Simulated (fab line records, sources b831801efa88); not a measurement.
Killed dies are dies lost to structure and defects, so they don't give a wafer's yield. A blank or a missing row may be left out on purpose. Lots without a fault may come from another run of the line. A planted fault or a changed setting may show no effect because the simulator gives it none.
Which tool did it? | flow gf180mcu | 24 lots, 72 wafers sampled, at 6 steps of a route of 602

WHAT THE GAUGES READ, wafer by wafer
GF_V3_THK_MEAS_03.
lot  | measured     | on            | V3_CVD_02_THK (nm)
L074 | day 21 22:42 | film_metro-04 | 851 862 852
L075 | day 22 11:12 | film_metro-04 | 851 839 852
L076 | day 22 15:36 | film_metro-03 | 844 862 851
L077 | day 22 20:21 | film_metro-03 | 855 847 849
L079 | day 23 02:17 | film_metro-03 | 833 859 852
L078 | day 23 05:58 | film_metro-03 | 853 864 848
L080 | day 23 17:16 | film_metro-03 | 838 850 859
L081 | day 24 02:16 | film_metro-04 | 841 855 871
L082 | day 24 08:08 | film_metro-04 | 847 860 858
L083 | day 24 11:42 | film_metro-04 | 851 853 866
L084 | day 25 04:07 | film_metro-01 | 851 851 858
L085 | day 25 12:20 | film_metro-01 | 838 852 857
L086 | day 25 19:28 | film_metro-01 | 845 854 855
L087 | day 26 01:27 | film_metro-03 | 849 857 856
L088 | day 26 05:50 | film_metro-04 | 845 847 866
L089 | day 26 17:53 | film_metro-03 | 864 873 873
L090 | day 26 21:25 | film_metro-01 | 843 855 859
L091 | day 27 07:31 | film_metro-03 | 849 840 854
L092 | day 27 08:14 | film_metro-04 | 849 869 873
L093 | day 27 21:49 | film_metro-04 | 845 831 858
L094 | day 28 00:37 | film_metro-01 | 839 861 852
L095 | day 28 14:22 | film_metro-03 | 841 857 851
L096 | day 28 16:03 | film_metro-03 | 849 848 873
L097 | day 28 20:48 | film_metro-03 | 830 846 847

GF_V3_CD_MEAS_14: target cd 260 nm.
lot  | measured     | on        | cd_nm (nm)
L074 | day 22 22:35 | cd_sem-02 | 260.5 260.5 260.6
L075 | day 23 11:03 | cd_sem-02 | 261.6 260.8 261.1
L076 | day 23 15:29 | cd_sem-02 | 259.0 260.4 258.9
L077 | day 23 19:05 | cd_sem-01 | 259.7 259.9 259.8
L079 | day 24 00:55 | cd_sem-01 | 261.1 262.5 260.4
L078 | day 24 05:08 | cd_sem-01 | 260.6 259.4 259.8
L080 | day 24 15:59 | cd_sem-02 | 260.8 259.5 261.2
L081 | day 25 00:38 | cd_sem-01 | 260.3 259.2 260.0
L082 | day 25 06:07 | cd_sem-01 | 261.9 261.1 261.6
L083 | day 25 09:16 | cd_sem-01 | 262.4 261.0 262.3
L084 | day 26 01:13 | cd_sem-01 | 262.0 261.4 261.3
L085 | day 26 09:35 | cd_sem-02 | 258.9 260.5 258.7
L086 | day 26 16:49 | cd_sem-01 | 259.4 258.8 261.1
L087 | day 26 22:17 | cd_sem-02 | 259.8 259.3 259.2
L088 | day 27 03:11 | cd_sem-01 | 261.1 261.3 261.7
L089 | day 27 15:56 | cd_sem-02 | 260.9 260.9 260.9
L090 | day 27 17:02 | cd_sem-02 | 259.4 260.2 258.8
L091 | day 28 02:27 | cd_sem-02 | 257.1 257.9 258.2
L092 | day 28 03:40 | cd_sem-01 | 258.0 259.4 259.4
L093 | day 28 17:26 | cd_sem-01 | 259.7 259.5 259.6
L094 | day 28 20:38 | cd_sem-02 | 258.6 258.7 258.5
L095 | day 29 09:14 | cd_sem-02 | 261.6 260.7 261.7
L096 | day 29 11:51 | cd_sem-02 | 258.4 259.5 259.4
L097 | day 29 16:02 | cd_sem-02 | 259.5 260.6 259.5

GF_V4_CD_MEAS_14: target cd 260 nm.
lot  | measured     | on        | cd_nm (nm)
L074 | day 24 22:44 | cd_sem-01 | 260.6 260.9 261.4
L075 | day 25 09:55 | cd_sem-02 | 260.6 260.2 259.0
L076 | day 25 14:24 | cd_sem-01 | 261.3 261.2 261.3
L077 | day 25 17:30 | cd_sem-01 | 261.1 260.8 262.3
L079 | day 25 23:40 | cd_sem-01 | 261.2 260.8 261.1
L078 | day 26 03:56 | cd_sem-02 | 259.0 259.3 258.2
L080 | day 26 13:35 | cd_sem-01 | 256.2 258.1 255.9
L081 | day 26 21:17 | cd_sem-02 | 260.6 261.1 258.5
L082 | day 27 02:22 | cd_sem-01 | 259.4 258.7 258.4
L083 | day 27 06:01 | cd_sem-02 | 260.3 260.2 259.2
L084 | day 27 20:58 | cd_sem-02 | 263.5 264.8 262.9
L085 | day 28 04:56 | cd_sem-01 | 259.4 260.2 258.5
L086 | day 28 13:41 | cd_sem-01 | 260.4 259.6 258.6
L087 | day 28 16:44 | cd_sem-01 | 257.7 258.6 258.2
L088 | day 28 20:32 | cd_sem-01 | 259.7 260.0 260.4
L089 | day 29 11:38 | cd_sem-02 | 260.5 261.1 260.7
L090 | day 29 12:23 | cd_sem-02 | 258.7 258.6 257.9
L091 | day 29 21:16 | cd_sem-01 | 260.6 260.7 261.1
L092 | day 29 21:22 | cd_sem-02 | 259.4 259.6 259.4
L093 | day 30 11:02 | cd_sem-02 | 260.9 260.1 261.3
L094 | day 30 13:41 | cd_sem-01 | 259.4 259.2 259.1
L095 | day 31 01:29 | cd_sem-02 | 260.4 260.5 260.7
L096 | day 31 04:07 | cd_sem-01 | 258.8 259.6 259.4
L097 | day 31 08:32 | cd_sem-01 | 259.8 260.9 259.4

WHICH TOOL RAN EACH LOT (tool, then ch and the chambers of the sampled wafers, then the start)
lot  | GF_V3_ETCH_17                                 | GF_V3_SPUTTER_21             | GF_M4_SPUTTER_02
L074 | rie_diel-01 ch 0,1,3, day 22 23:29 or earlier | pvd_sputter-02, day 22 23:29 | pvd_sputter-04, day 23 00:18
L075 | rie_diel-01 ch 0,1,3, day 23 11:51 or earlier | pvd_sputter-03, day 23 11:51 | pvd_sputter-01, day 23 12:40
L076 | rie_diel-02 ch 0,2,3, day 23 16:20 or earlier | pvd_sputter-03, day 23 16:20 | pvd_sputter-02, day 23 17:09
L077 | rie_diel-02 ch 1,2,3, day 23 19:54 or earlier | pvd_sputter-02, day 23 19:54 | pvd_sputter-04, day 23 20:50
L079 | rie_diel-01 ch 1,2, day 24 01:49 or earlier   | pvd_sputter-02, day 24 01:49 | pvd_sputter-02, day 24 02:38
L078 | rie_diel-01 ch 0,2, day 24 06:22 or earlier   | pvd_sputter-03, day 24 06:22 | pvd_sputter-01, day 24 07:21
L080 | rie_diel-02 ch 0,1,2, day 24 16:46 or earlier | pvd_sputter-02, day 24 16:46 | pvd_sputter-04, day 24 17:35
L081 | rie_diel-01 ch 0,2, day 25 01:25 or earlier   | pvd_sputter-03, day 25 01:25 | pvd_sputter-04, day 25 02:14
L082 | rie_diel-01 ch 0,2, day 25 06:55 or earlier   | pvd_sputter-02, day 25 06:55 | pvd_sputter-02, day 25 07:45
L083 | rie_diel-01 ch 0,2,3, day 25 10:04 or earlier | pvd_sputter-02, day 25 10:04 | pvd_sputter-01, day 25 10:53
L084 | rie_diel-03 ch 0,1,3, day 26 02:01 or earlier | pvd_sputter-02, day 26 02:01 | pvd_sputter-04, day 26 02:50
L085 | rie_diel-01 ch 0,2,3, day 26 10:26 or earlier | pvd_sputter-02, day 26 10:26 | pvd_sputter-02, day 26 11:15
L086 | rie_diel-03 ch 2,3, day 26 17:36 or earlier   | pvd_sputter-03, day 26 17:36 | pvd_sputter-02, day 26 18:25
L087 | rie_diel-02 ch 1,2, day 26 23:07 or earlier   | pvd_sputter-03, day 26 23:07 | pvd_sputter-02, day 26 23:56
L088 | rie_diel-03 ch 1,3, day 27 04:00 or earlier   | pvd_sputter-03, day 27 04:00 | pvd_sputter-01, day 27 04:56
L089 | rie_diel-02 ch 0,1,2, day 27 16:46 or earlier | pvd_sputter-01, day 27 16:46 | pvd_sputter-01, day 27 18:35
L090 | rie_diel-03 ch 0,2,3, day 27 17:53 or earlier | pvd_sputter-02, day 27 17:53 | pvd_sputter-01, day 27 19:11
L091 | rie_diel-02 ch 0,1,2, day 28 03:16 or earlier | pvd_sputter-02, day 28 03:16 | pvd_sputter-04, day 28 04:05
L092 | rie_diel-01 ch 0,1,3, day 28 04:28 or earlier | pvd_sputter-01, day 28 04:28 | pvd_sputter-02, day 28 05:17
L093 | rie_diel-01 ch 0,1,3, day 28 18:16 or earlier | pvd_sputter-02, day 28 18:16 | pvd_sputter-02, day 28 19:05
L094 | rie_diel-02 ch 0,1,3, day 28 21:28 or earlier | pvd_sputter-01, day 28 21:28 | pvd_sputter-02, day 28 22:29
L095 | rie_diel-02 ch 1,3, day 29 10:04 or earlier   | pvd_sputter-03, day 29 10:04 | pvd_sputter-01, day 29 10:53
L096 | rie_diel-01 ch 0,1,3, day 29 12:39 or earlier | pvd_sputter-03, day 29 12:39 | pvd_sputter-02, day 29 13:28
L097 | rie_diel-03 ch 1,2,3, day 29 16:52 or earlier | pvd_sputter-01, day 29 16:52 | pvd_sputter-01, day 29 17:47
- GF_V3_ETCH_17: etches SiO2 in C4F8/O2/Ar, stops on TiN, target depth 635 nm.
- GF_V3_SPUTTER_21: material Ti, target thk 15 nm, time 80.02 s.
- GF_M4_SPUTTER_02: material AlCu, target thk 450 nm, time 23.9 s.

WHAT THE TOOLS THEMSELVES READ (means of the sampled wafers that have a number; where no wafer has one, the mark that the record gives instead)
GF_V3_ETCH_17.
lot  | tool        | oes_product_au (a.u.)
L074 | rie_diel-01 | 0.859
L075 | rie_diel-01 | 0.851
L076 | rie_diel-02 | 0.853
L077 | rie_diel-02 | 0.854
L079 | rie_diel-01 | 0.862
L078 | rie_diel-01 | 0.852
L080 | rie_diel-02 | 0.853
L081 | rie_diel-01 | 0.857
L082 | rie_diel-01 | 0.855
L083 | rie_diel-01 | 0.860
L084 | rie_diel-03 | 0.857
L085 | rie_diel-01 | 0.855
L086 | rie_diel-03 | 0.858
L087 | rie_diel-02 | 0.858
L088 | rie_diel-03 | 0.856
L089 | rie_diel-02 | 0.858
L090 | rie_diel-03 | 0.857
L091 | rie_diel-02 | 0.852
L092 | rie_diel-01 | 0.859
L093 | rie_diel-01 | 0.855
L094 | rie_diel-02 | 0.857
L095 | rie_diel-02 | 0.856
L096 | rie_diel-01 | 0.862
L097 | rie_diel-03 | 0.855

GF_V3_SPUTTER_21.
lot  | tool           | cathode_dc_power_W (W) | throttle_valve_pct (%)
L074 | pvd_sputter-02 | 2500.1                 | 29.9
L075 | pvd_sputter-03 | 2500.2                 | 30.1
L076 | pvd_sputter-03 | 2500.1                 | 30.2
L077 | pvd_sputter-02 | 2499.7                 | 29.5
L079 | pvd_sputter-02 | 2500.2                 | 29.2
L078 | pvd_sputter-03 | 2500.2                 | 30.5
L080 | pvd_sputter-02 | 2500.4                 | 29.3
L081 | pvd_sputter-03 | 2499.8                 | 30.2
L082 | pvd_sputter-02 | 2500.1                 | 29.6
L083 | pvd_sputter-02 | 2499.7                 | 30.0
L084 | pvd_sputter-02 | 2500.1                 | 30.2
L085 | pvd_sputter-02 | 2499.7                 | 29.5
L086 | pvd_sputter-03 | 2499.7                 | 30.1
L087 | pvd_sputter-03 | 2500.1                 | 30.5
L088 | pvd_sputter-03 | 2500.3                 | 30.3
L089 | pvd_sputter-01 | 2500.2                 | 29.7
L090 | pvd_sputter-02 | 2500.0                 | 28.9
L091 | pvd_sputter-02 | 2500.0                 | 29.3
L092 | pvd_sputter-01 | 2500.3                 | 29.6
L093 | pvd_sputter-02 | 2499.9                 | 30.1
L094 | pvd_sputter-01 | 2499.6                 | 30.0
L095 | pvd_sputter-03 | 2500.0                 | 30.9
L096 | pvd_sputter-03 | 2499.9                 | 30.0
L097 | pvd_sputter-01 | 2500.4                 | 29.8

GF_M4_SPUTTER_02.
lot  | tool           | cathode_dc_power_W (W) | throttle_valve_pct (%)
L074 | pvd_sputter-04 | 10600                  | 30.9
L075 | pvd_sputter-01 | 10599                  | 30.5
L076 | pvd_sputter-02 | 10600                  | 30.4
L077 | pvd_sputter-04 | 10602                  | 31.1
L079 | pvd_sputter-02 | 10598                  | 29.9
L078 | pvd_sputter-01 | 10599                  | 30.1
L080 | pvd_sputter-04 | 10598                  | 31.4
L081 | pvd_sputter-04 | 10602                  | 31.3
L082 | pvd_sputter-02 | 10601                  | 29.5
L083 | pvd_sputter-01 | 10600                  | 30.3
L084 | pvd_sputter-04 | 10600                  | 31.3
L085 | pvd_sputter-02 | 10601                  | 29.3
L086 | pvd_sputter-02 | 10601                  | 30.1
L087 | pvd_sputter-02 | 10602                  | 30.0
L088 | pvd_sputter-01 | 10598                  | 30.0
L089 | pvd_sputter-01 | 10602                  | 29.9
L090 | pvd_sputter-01 | 10599                  | 30.0
L091 | pvd_sputter-04 | 10601                  | 31.3
L092 | pvd_sputter-02 | 10600                  | 29.9
L093 | pvd_sputter-02 | 10600                  | 29.6
L094 | pvd_sputter-02 | 10601                  | 29.3
L095 | pvd_sputter-01 | 10601                  | 29.4
L096 | pvd_sputter-02 | 10598                  | 29.7
L097 | pvd_sputter-01 | 10601                  | 30.5

THE ANSWER, worked out from the rows above alone
Rule: what is usual is taken from the lots themselves. Put in order of their means at a reading, lots are off if they are a third of the lots or fewer, leave a main group of 4 or more, and stand apart from it by a gap of 3 or more times the standard deviation of the main group's means; of several such gaps the widest counts. A main group whose means are all the same, to the digits that the tables above print for the reading, isn't used. A lot without any number at a reading at which 4 lots or more have one is off too. The other lots that the step has rows for count as sound. The gauges are gone through in route order, then the tools' own readings, and for those a lot's mean is taken as printed above. The first step at which some lot is off is used, and at that step the reading that is off furthest; a lot without a number counts as furthest.
No lot is off at any reading shown: from this, nothing can be told.

WHAT THE SIMULATOR HAD PUT IN
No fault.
